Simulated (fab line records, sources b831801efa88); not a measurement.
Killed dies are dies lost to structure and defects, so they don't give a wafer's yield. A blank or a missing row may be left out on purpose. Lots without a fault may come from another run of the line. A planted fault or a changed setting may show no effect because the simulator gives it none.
fab line records | flow sky130 | part 1 of 2: steps 1 to 30 of 41
record lots=5 wafers=15 last_day=50
route steps=708 shown METAL1@437 VIA1@458
lots that met no fault: from a run of the same line without faults
start_h: hours from the record's first day to the start of the lot's first wafer shown | wait_h: hours since the lot's step before | " the same as in the row above | L1.1+2: a row that stands for several wafers | - no value, or no start given | * or withheld: withheld | < > ~ a bound
route shown NAME@n: a module of which the file shows steps, and the number in the route of the first | usual: mean/standard deviation of fault-free wafers | same: alike in all rows | chamber/n: place in a boat | sites: the reading at each site | _std_site: their standard deviation | _edge_site: outer sites' mean less inner sites' | radius_mm: how far each site lies from the wafer's centre | mask NAME#n: copy n | behind: the tool/chamber that last shaped the wafer | hold: why the lot was held/for how many hours/how that ended | device: the transistor (n, p or np) that didn't switch | end of line: the same wafers' tests at the end of the route | a step without rows: its recipe alone | killed: dies lost to structure and defects at the first sort, not the wafer's yield | map: a wafer's dies, x killed, . not, _ none there
set.NAME: the setting as run; set.NAME@STEP: as run at that earlier step | model.NAME: the simulator's own value behind a step, which no gauge read
lots at some steps of the route; a table a step, a row a wafer
services: from which hour (start_h, from the record's first day; less than 0 if before it) a tool's chamber was out of use, for how many hours, and why
## steps
# step SKY_METAL1_SPUTTER_03
# recipe material=Ti target_thk_nm=5 power_w=3000 time_s=3.3 chamber_pressure_pa=0.4
# usual throttle_valve_pct=30.1/1
# columns lot.wafer tool chamber start_h wait_h throttle_valve_pct
L077.2 pvd_sputter-01 - 757.41 0.0 29.1
L077.3 " - " " 32.1
L077.5 " - " " 28.9
L078.1 pvd_sputter-01 - 772.52 0.0 31.8
L078.5 " - " " 29.2
L078.6 " - " " 30.2
L081.2 pvd_sputter-04 - 803.45 0.0 29.9
L081.3 " - " " 28.7
L081.5 " - " " 29.8
L089.4 pvd_sputter-01 - 858.01 0.0 29.2
L089.5 " - " " 29.2
L089.6 " - " " 30.0
L096.1 pvd_sputter-02 - 899.27 0.0 30.3
L096.3 " - " " 30.0
L096.6 " - " " 31.2
# step SKY_METAL1_SPUTTER_04
# recipe material=TiN target_thk_nm=70 power_w=6500 time_s=58.3 chamber_pressure_pa=0.4
# usual throttle_valve_pct=30.1/1
# columns lot.wafer tool chamber start_h wait_h throttle_valve_pct
L077.2 pvd_sputter-01 - 757.43 0.0 29.1
L077.3 " - " " 31.8
L077.5 " - " " 29.0
L078.1 pvd_sputter-01 - 772.54 0.0 31.7
L078.5 " - " " 29.1
L078.6 " - " " 30.2
L081.2 pvd_sputter-04 - 803.46 0.0 29.7
L081.3 " - " " 29.0
L081.5 " - " " 30.0
L089.4 pvd_sputter-01 - 858.03 0.0 29.1
L089.5 " - " " 29.2
L089.6 " - " " 30.2
L096.1 pvd_sputter-02 - 899.29 0.0 30.4
L096.3 " - " " 29.8
L096.6 " - " " 31.2
# step SKY_METAL1_RS_MEAS_05
# recipe thk_meas_gauge=four-point-probe reads=TiN_of_METAL1_SPUTTER_04+Ti_of_METAL1_SPUTTER_03+AlCu_of_METAL1_SPUTTER_02+TiN_of_METAL1_SPUTTER_01+Ti_of_METAL1_SPUTTER_00
# usual METAL1_ALCU_RS=0.1265/0.0018
# columns lot.wafer tool chamber start_h wait_h METAL1_ALCU_RS[ohm/sq]
L077.2 film_metro-02 - 757.50 0.0 0.1277
L077.3 " - " " 0.1292
L077.5 " - " " 0.1273
L078.1 film_metro-02 - 772.59 0.0 0.1281
L078.5 " - " " 0.1266
L078.6 " - " " 0.1280
L081.2 film_metro-02 - 803.53 0.0 0.1248
L081.3 " - " " 0.1239
L081.5 " - " " 0.1244
L089.4 film_metro-01 - 858.14 0.1 0.1252
L089.5 " - " " 0.1257
L089.6 " - " " 0.1266
L096.1 film_metro-01 - 899.34 0.0 0.1283
L096.3 " - " " 0.1297
L096.6 " - " " 0.1279
# step SKY_METAL1_THK_MEAS_06
# recipe thk_meas_gauge=xrf reads=AlCu_of_METAL1_SPUTTER_02
# usual METAL1_ALCU_THK=255/4
# columns lot.wafer tool chamber start_h wait_h METAL1_ALCU_THK[nm]
L077.2 film_metro-02 - 757.61 0.1 252
L077.3 " - " " 249
L077.5 " - " " 253
L078.1 film_metro-02 - 772.71 0.1 250
L078.5 " - " " 255
L078.6 " - " " 251
L081.2 film_metro-02 - 803.64 0.1 258
L081.3 " - " " 261
L081.5 " - " " 258
L089.4 film_metro-01 - 858.23 0.1 262
L089.5 " - " " 258
L089.6 " - " " 255
L096.1 film_metro-01 - 899.46 0.1 254
L096.3 " - " " 252
L096.6 " - " " 255
# step SKY_METAL1_DEHYDRATE_07
# recipe temp_c=200 time_s=60
# columns lot.wafer tool chamber start_h wait_h
L077.2+3+5 litho_track-03 0 770.56 12.9
L078.1+5+6 litho_track-04 0 784.75 12.0
L081.2+3+5 litho_track-03 0 815.46 11.8
L089.4+5+6 litho_track-04 0 870.63 12.4
L096.1+3+6 litho_track-04 0 912.11 12.6
# step SKY_METAL1_HMDS_08
# recipe prime_time_s=60 prime_temp_c=120
# usual prime_temp_c=120.02/0.12
# columns lot.wafer tool chamber start_h wait_h prime_temp_c
L077.2 litho_track-03 0 770.71 0.1 119.87
L077.3 " 0 " " 119.99
L077.5 " 0 " " 120.03
L078.1 litho_track-04 0 784.90 0.1 120.01
L078.5 " 0 " " 119.92
L078.6 " 0 " " 120.05
L081.2 litho_track-03 0 815.61 0.1 120.16
L081.3 " 0 " " 120.09
L081.5 " 0 " " 119.86
L089.4 litho_track-04 0 870.78 0.1 119.96
L089.5 " 0 " " 120.17
L089.6 " 0 " " 120.02
L096.1 litho_track-04 0 912.26 0.1 120.00
L096.3 " 0 " " 120.11
L096.6 " 0 " " 120.20
# step SKY_METAL1_COAT_09
# recipe resist=BARC temp_c=withheld time_s=withheld spin_rpm=3000 resist_thk_nm=60
# columns lot.wafer tool chamber start_h wait_h
L077.2+3+5 litho_track-03 0 770.86 0.1
L078.1+5+6 litho_track-04 0 785.05 0.1
L081.2+3+5 litho_track-03 0 815.76 0.1
L089.4+5+6 litho_track-04 0 870.93 0.1
L096.1+3+6 litho_track-04 0 912.41 0.1
# step SKY_METAL1_COAT_10
# recipe resist=KrF-thick spin_rpm=3000 resist_thk_nm=450
# columns lot.wafer tool chamber start_h wait_h
L077.2+3+5 litho_track-03 0 - -
L078.1+5+6 litho_track-04 0 - -
L081.2+3+5 litho_track-03 0 - -
L089.4+5+6 litho_track-04 0 - -
L096.1+3+6 litho_track-04 0 - -
# step SKY_METAL1_SOFTBAKE_11
# recipe temp_c=100 time_s=90 resist=KrF-thick
# columns lot.wafer tool chamber start_h wait_h
L077.2+3+5 litho_track-03 0 - -
L078.1+5+6 litho_track-04 0 - -
L081.2+3+5 litho_track-03 0 - -
L089.4+5+6 litho_track-04 0 - -
L096.1+3+6 litho_track-04 0 - -
# step SKY_METAL1_EXPOSE_12
# recipe mask_id=MM1 na=0.8 source_shape=annular sigma_inner=0.55 sigma_outer=0.85 target_cd_nm=140 dose_mj=28
# usual focus_offset_nm=0.0/0.54
# columns lot.wafer tool chamber start_h wait_h mask focus_offset_nm
L077.2 krf_scanner-02 0 - - MM1#0 0.3
L077.3 " 0 " " MM1#0 0.5
L077.5 " 0 " " MM1#0 0.1
L078.1 krf_scanner-02 0 - - MM1#0 -1.2
L078.5 " 0 " " MM1#0 -0.4
L078.6 " 0 " " MM1#0 -1.0
L081.2 krf_scanner-01 0 - - MM1#0 -0.1
L081.3 " 0 " " MM1#0 -1.5
L081.5 " 0 " " MM1#0 -1.0
L089.4 krf_scanner-01 0 - - MM1#0 -0.4
L089.5 " 0 " " MM1#0 -0.4
L089.6 " 0 " " MM1#0 -0.3
L096.1 krf_scanner-02 0 - - MM1#0 0.7
L096.3 " 0 " " MM1#0 0.3
L096.6 " 0 " " MM1#0 0.4
# step SKY_METAL1_PEB_13
# recipe peb_temp_c=withheld peb_time_s=withheld resist=KrF-thick
# columns lot.wafer tool chamber start_h wait_h
L077.2+3+5 litho_track-04 0 - -
L078.1+5+6 litho_track-02 0 - -
L081.2+3+5 litho_track-02 0 - -
L089.4+5+6 litho_track-04 0 - -
L096.1+3+6 litho_track-04 0 - -
# step SKY_METAL1_DEVELOP_14
# recipe develop_time_s=60 resist=KrF-thick dev_temp_c=21
# columns lot.wafer tool chamber start_h wait_h
L077.2+3+5 litho_track-04 0 - -
L078.1+5+6 litho_track-02 0 - -
L081.2+3+5 litho_track-02 0 - -
L089.4+5+6 litho_track-04 0 - -
L096.1+3+6 litho_track-04 0 - -
# step SKY_METAL1_CD_MEAS_15
# recipe target_cd_nm=140
# usual cd_nm=139.7/1.7
# columns lot.wafer tool chamber start_h wait_h cd_nm
L077.2 cd_sem-01 - 784.42 - 141.3
L077.3 " - " " 142.0
L077.5 " - " " 141.4
L078.1 cd_sem-01 - 798.36 - 139.6
L078.5 " - " " 139.7
L078.6 " - " " 139.0
L081.2 cd_sem-02 - 829.73 - 137.8
L081.3 " - " " 138.1
L081.5 " - " " 139.3
L089.4 cd_sem-02 - 884.72 - 141.7
L089.5 " - " " 141.2
L089.6 " - " " 140.2
L096.1 cd_sem-01 - 924.01 - 143.2
L096.3 " - " " 142.9
L096.6 " - " " 144.0
# step SKY_METAL1_OVL_MEAS_16
# usual METAL1_OVL=2/4.7
# columns lot.wafer tool chamber start_h wait_h METAL1_OVL[nm]
L077.2 overlay-02 - 784.53 0.1 6
L077.3 " - " " -2
L077.5 " - " " 0
L078.1 overlay-02 - 798.48 0.1 5
L078.5 " - " " 1
L078.6 " - " " -6
L081.2 overlay-01 - 829.84 0.1 -1
L081.3 " - " " -5
L081.5 " - " " 3
L089.4 overlay-02 - 884.79 0.1 2
L089.5 " - " " -3
L089.6 " - " " -2
L096.1 overlay-02 - 924.13 0.1 2
L096.3 " - " " 4
L096.6 " - " " 0
# step SKY_METAL1_DESCUM_17
# recipe chemistry=O2 source_power_w=150 bias_power_w=0 pressure_mtorr=10 temp_c=40 time_s=8
# usual drypump_motor_current_A=6.1/0.35 oes_product_au=1.002/0.011
# columns lot.wafer tool chamber start_h wait_h drypump_motor_current_A oes_product_au rf_hours_counter_h
L077.2 rie_metal-02 1 784.57 0.0 6.0 1.003 -
L077.3 " 1 " " 6.0 1.000 -
L077.5 " 1 " " 6.0 0.999 -
L078.1 rie_metal-02 1 798.52 0.0 6.0 0.998 3.0
L078.5 " 1 " " 6.0 0.999 -
L078.6 " 0 " " 5.5 1.002 -
L081.2 rie_metal-03 1 829.88 0.0 6.3 1.002 -
L081.3 " 1 " " 6.3 1.008 -
L081.5 " 1 " " 6.3 0.999 -
L089.4 rie_metal-03 1 884.82 0.0 6.3 0.991 -
L089.5 " 1 " " 6.3 0.990 -
L089.6 " 0 " " 5.8 0.992 -
L096.1 rie_metal-01 1 924.16 0.0 6.5 1.025 6.7
L096.3 " 0 " " 6.3 1.003 -
L096.6 " 0 " " 6.4 1.005 -
# step SKY_METAL1_ETCH_18
# recipe chemistry=N2/H2 target=BARC ion_energy_ev=200 bias_w=100 pressure_mtorr=30 n2_flow_sccm=100 h2_flow_sccm=200 icp_w=500 stop_on=SiO2 time_s=45.9 target_depth_a=600
# usual drypump_motor_current_A=6.1/0.35 oes_product_au=0.854/0.0048 throttle_valve_pct=13.224/0.0096
# columns lot.wafer tool chamber start_h wait_h drypump_motor_current_A oes_product_au rf_hours_counter_h throttle_valve_pct
L077.2 rie_metal-02 1 784.65 0.1 6.0 0.857 - 13.227
L077.3 " 1 " " 6.0 0.852 - 13.215
L077.5 " 1 " " 6.0 0.858 - 13.223
L078.1 rie_metal-02 1 798.55 0.0 6.0 0.856 3.0 13.228
L078.5 " 1 " " 6.0 0.859 - 13.233
L078.6 " 0 " " 5.5 0.858 - 13.203
L081.2 rie_metal-03 1 829.95 0.1 6.4 0.850 - 13.231
L081.3 " 1 " " 6.3 0.849 - 13.208
L081.5 " 1 " " 6.3 0.854 - 13.235
L089.4 rie_metal-03 1 884.86 0.0 6.4 0.857 - 13.219
L089.5 " 1 " " 6.3 0.846 - 13.208
L089.6 " 0 " " 5.8 0.859 - 13.221
L096.1 rie_metal-01 1 924.19 0.0 6.5 0.857 6.7 13.218
L096.3 " 0 " " 6.4 0.855 - 13.235
L096.6 " 0 " " 6.4 0.859 - 13.209
# step SKY_METAL1_METAL_ETCH_19
# recipe target_depth_a=3600 stop_on=SiO2 over_etch_frac=0.3 time_s=78 chemistry=Cl2/BCl3 resist_sidewall_deg=88 pressure_mtorr=10 icp_w=900 bias_w=48.5 Cl2_flow_sccm=60 bcl3_flow_sccm=30
# usual drypump_motor_current_A=6.1/0.35 oes_product_au=0.855/0.0068 throttle_valve_pct=22.266/0.0094
# columns lot.wafer tool chamber start_h wait_h drypump_motor_current_A oes_product_au rf_hours_counter_h throttle_valve_pct
L077.2 rie_metal-02 1 784.78 0.1 6.0 0.847 - 22.261
L077.3 " 1 " " 6.0 0.846 - 22.275
L077.5 " 1 " " 6.0 0.847 - 22.273
L078.1 rie_metal-02 1 798.61 0.0 6.0 0.854 3.0 22.270
L078.5 " 1 " " 6.0 0.849 - 22.266
L078.6 " 0 " " 5.5 0.851 - 22.245
L081.2 rie_metal-03 1 830.09 0.1 6.3 0.853 - 22.269
L081.3 " 1 " " 6.3 0.855 - 22.254
L081.5 " 1 " " 6.4 0.862 - 22.265
L089.4 rie_metal-03 1 884.94 0.1 6.3 0.845 - 22.264
L089.5 " 1 " " 6.3 0.854 - 22.269
L089.6 " 0 " " 5.8 0.853 - 22.263
L096.1 rie_metal-01 1 924.26 0.0 6.5 0.852 6.7 22.268
L096.3 " 0 " " 6.4 0.849 - 22.258
L096.6 " 0 " " 6.4 0.845 - 22.265
# step SKY_METAL1_STRIP_20
# recipe chemistry=O2/N2 power_w=1400 pressure_mtorr=1500 platen_temp_c=withheld o2_flow_sccm=3000 n2_flow_sccm=300 overash_fraction=0.5
# usual drypump_motor_current_A=5.8/0.35 oes_product_au=0.342/0.0048 strip_time_to_endpoint_s=2.69/0.052
# columns lot.wafer tool chamber start_h wait_h drypump_motor_current_A oes_product_au rf_hours_counter_h strip_time_to_endpoint_s
L077.2 plasma_asher-03 0 784.93 0.1 5.5 0.339 98 2.67
L077.3 " 0 " " 5.5 0.343 - 2.70
L077.5 " 0 " " 5.5 0.345 - 2.66
L078.1 plasma_asher-04 0 798.70 0.1 5.9 0.346 65 2.72
L078.5 " 0 " " 5.9 0.339 - 2.70
L078.6 " 1 " " 6.4 0.338 - 2.70
L081.2 plasma_asher-03 1 830.24 0.1 5.5 0.336 103 2.66
L081.3 " 0 " " 5.5 0.338 - 2.65
L081.5 " 0 " " 5.5 0.346 - 2.67
L089.4 plasma_asher-03 0 885.03 0.1 5.5 0.350 - 2.73
L089.5 " 1 " " 5.5 0.347 - 2.77
L089.6 " 0 " " 5.5 0.348 - 2.74
L096.1 plasma_asher-03 1 924.35 0.1 5.5 0.349 113 2.64
L096.3 " 1 " " 5.6 0.346 - 2.68
L096.6 " 0 " " 5.5 0.343 - 2.66
# step SKY_METAL1_STRIP_21
# recipe chemistry=post_etch_residue_remover time_s=1200 temp_c=72.5
# columns lot.wafer tool chamber start_h wait_h
L077.2+3+5 wet_bench-03 1 785.03 0.1
L078.1+5+6 wet_bench-03 0 798.80 0.1
L081.2+3+5 wet_bench-02 1 830.34 0.1
L089.4+5+6 wet_bench-04 0 885.10 0.0
L096.1+3+6 wet_bench-03 0 924.45 0.1
# step SKY_METAL1_CLEAN_22
# recipe chemistry=IPA time_s=180 temp_c=25
# columns lot.wafer tool chamber start_h wait_h
L077.2+3+5 wet_bench-02 2 785.37 0.0
L078.1+5+6 wet_bench-04 2 799.18 0.0
L081.2+3+5 wet_bench-03 2 830.68 0.0
L089.4+5+6 wet_bench-02 1 885.44 0.0
L096.1+3+6 wet_bench-02 0 924.82 0.0
# step SKY_METAL1_CLEAN_23
# recipe chemistry=O3/DIW dry=n2_spin
# columns lot.wafer tool chamber start_h wait_h
L077.2+3+5 wet_bench-03 1 785.43 0.0
L078.1+5+6 wet_bench-02 2 799.24 0.0
L081.2+3+5 wet_bench-02 0 830.74 0.0
L089.4+5+6 wet_bench-04 0 885.50 0.0
L096.1+3+6 wet_bench-04 2 924.88 0.0
# step SKY_VIA1_HDPCVD_00
# recipe material=SiO2 target_thk_nm=1030 sigma_open_frac=0.3 time_s=171.7 temp_c=400 sih4_flow_sccm=60 pressure_mtorr=6
# columns lot.wafer tool chamber start_h wait_h
L077.2+3+5 hdpcvd-01 1,2,2 785.52 0.0
L078.1+5+6 hdpcvd-01 2,1,0 799.35 0.0
L081.2+3+5 hdpcvd-01 2,1,0 830.84 0.0
L089.4+5+6 hdpcvd-01 0,2,1 885.65 0.1
L096.1+3+6 hdpcvd-02 2,0,2 924.97 0.0
# step SKY_VIA1_THK_MEAS_01
# recipe reads=SiO2_of_VIA1_HDPCVD_00
# usual VIA1_HDPCVD_THK=1027/13
# columns lot.wafer tool chamber start_h wait_h VIA1_HDPCVD_THK[nm]
L077.2 film_metro-01 - 785.64 0.1 1022
L077.3 " - " " 1028
L077.5 " - " " 1035
L078.1 film_metro-03 - 799.46 0.1 1040
L078.5 " - " " 1033
L078.6 " - " " 1021
L081.2 film_metro-04 - 830.96 0.1 1030
L081.3 " - " " 1028
L081.5 " - " " 1037
L089.4 film_metro-03 - 885.74 0.0 1030
L089.5 " - " " 1011
L089.6 " - " " 1014
L096.1 film_metro-04 - 925.08 0.1 1032
L096.3 " - " " 1006
L096.6 " - " " 1019
# step SKY_VIA1_CMP_02
# recipe material=SiO2 down_force_psi=4 platen_rpm=60 pad_velocity_m_s=0.94248
# usual edge_zone_pressure_frac=1.001/0.005 motor_current_A=11.1/0.89
# columns lot.wafer tool chamber start_h wait_h edge_zone_pressure_frac motor_current_A
L077.3 cmp-01 3 785.74 0.1 1.005 11.6
L077.2 " 1 " " 1.000 11.5
L077.5 " 3 " " 1.005 11.5
L078.1 cmp-02 1 799.62 0.1 1.007 13.2
L078.6 " 3 " " 1.000 11.6
L078.5 " 0 " " 1.001 9.7
L081.3 cmp-01 2 831.11 0.1 0.999 11.1
L081.2 " 3 " " 0.990 11.9
L081.5 " 0 " " 1.008 10.3
L089.4 cmp-01 1 885.77 0.0 0.999 11.3
L089.5 " 1 " " 1.005 11.5
L089.6 " 2 " " 1.001 11.0
L096.3 cmp-02 0 925.14 0.0 0.996 9.6
L096.1 " 3 " " 1.007 11.2
L096.6 " 0 " " 1.000 9.6
# step SKY_VIA1_BOW_MEAS_03
# recipe mode=bow
# usual VIA1_BOW=81/7.9
# columns lot.wafer tool chamber start_h wait_h VIA1_BOW[um]
L077.2 film_metro-04 - 786.01 0.1 95
L077.3 " - " " 88
L077.5 " - " " 91
L078.1 film_metro-01 - 799.82 0.1 79
L078.5 " - " " 82
L078.6 " - " " 80
L081.2 film_metro-03 - 831.33 0.1 77
L081.3 " - " " 78
L081.5 " - " " 71
L089.4 film_metro-03 - 886.13 0.3 84
L089.5 " - " " 83
L089.6 " - " " 89
L096.1 film_metro-04 - 925.44 0.1 82
L096.3 " - " " 89
L096.6 " - " " 99
# step SKY_VIA1_DEHYDRATE_04
# recipe temp_c=200 time_s=60
# columns lot.wafer tool chamber start_h wait_h
L077.2+3+5 litho_track-03 0 798.61 12.6
L078.1+5+6 litho_track-04 0 812.55 12.7
L081.2+3+5 litho_track-03 0 843.66 12.3
L089.4+5+6 litho_track-01 0 897.74 11.6
L096.1+3+6 litho_track-03 0 938.29 12.8
# step SKY_VIA1_HMDS_05
# recipe prime_time_s=60 prime_temp_c=120
# usual prime_temp_c=120.01/0.13
# columns lot.wafer tool chamber start_h wait_h prime_temp_c
L077.2 litho_track-03 0 798.76 0.1 120.02
L077.3 " 0 " " 120.12
L077.5 " 0 " " 120.10
L078.1 litho_track-04 0 812.70 0.1 119.88
L078.5 " 0 " " 119.83
L078.6 " 0 " " 119.94
L081.2 litho_track-03 0 843.81 0.1 120.02
L081.3 " 0 " " 119.83
L081.5 " 0 " " 120.06
L089.4 litho_track-01 0 897.89 0.1 119.94
L089.5 " 0 " " 119.98
L089.6 " 0 " " 120.09
L096.1 litho_track-03 0 938.44 0.1 120.05
L096.3 " 0 " " 120.07
L096.6 " 0 " " 120.11
# step SKY_VIA1_COAT_06
# recipe resist=BARC temp_c=withheld time_s=withheld spin_rpm=3000 resist_thk_nm=60
# columns lot.wafer tool chamber start_h wait_h
L077.2+3+5 litho_track-03 0 798.91 0.1
L078.1+5+6 litho_track-04 0 812.85 0.1
L081.2+3+5 litho_track-03 0 843.96 0.1
L089.4+5+6 litho_track-01 0 898.04 0.1
L096.1+3+6 litho_track-03 0 938.59 0.1
# step SKY_VIA1_COAT_07
# recipe resist=KrF-thick spin_rpm=3000 resist_thk_nm=450
# columns lot.wafer tool chamber start_h wait_h
L077.2+3+5 litho_track-03 0 - -
L078.1+5+6 litho_track-04 0 - -
L081.2+3+5 litho_track-03 0 - -
L089.4+5+6 litho_track-01 0 - -
L096.1+3+6 litho_track-03 0 - -
# step SKY_VIA1_SOFTBAKE_08
# recipe temp_c=100 time_s=90 resist=KrF-thick
# columns lot.wafer tool chamber start_h wait_h
L077.2+3+5 litho_track-03 0 - -
L078.1+5+6 litho_track-04 0 - -
L081.2+3+5 litho_track-03 0 - -
L089.4+5+6 litho_track-01 0 - -
L096.1+3+6 litho_track-03 0 - -
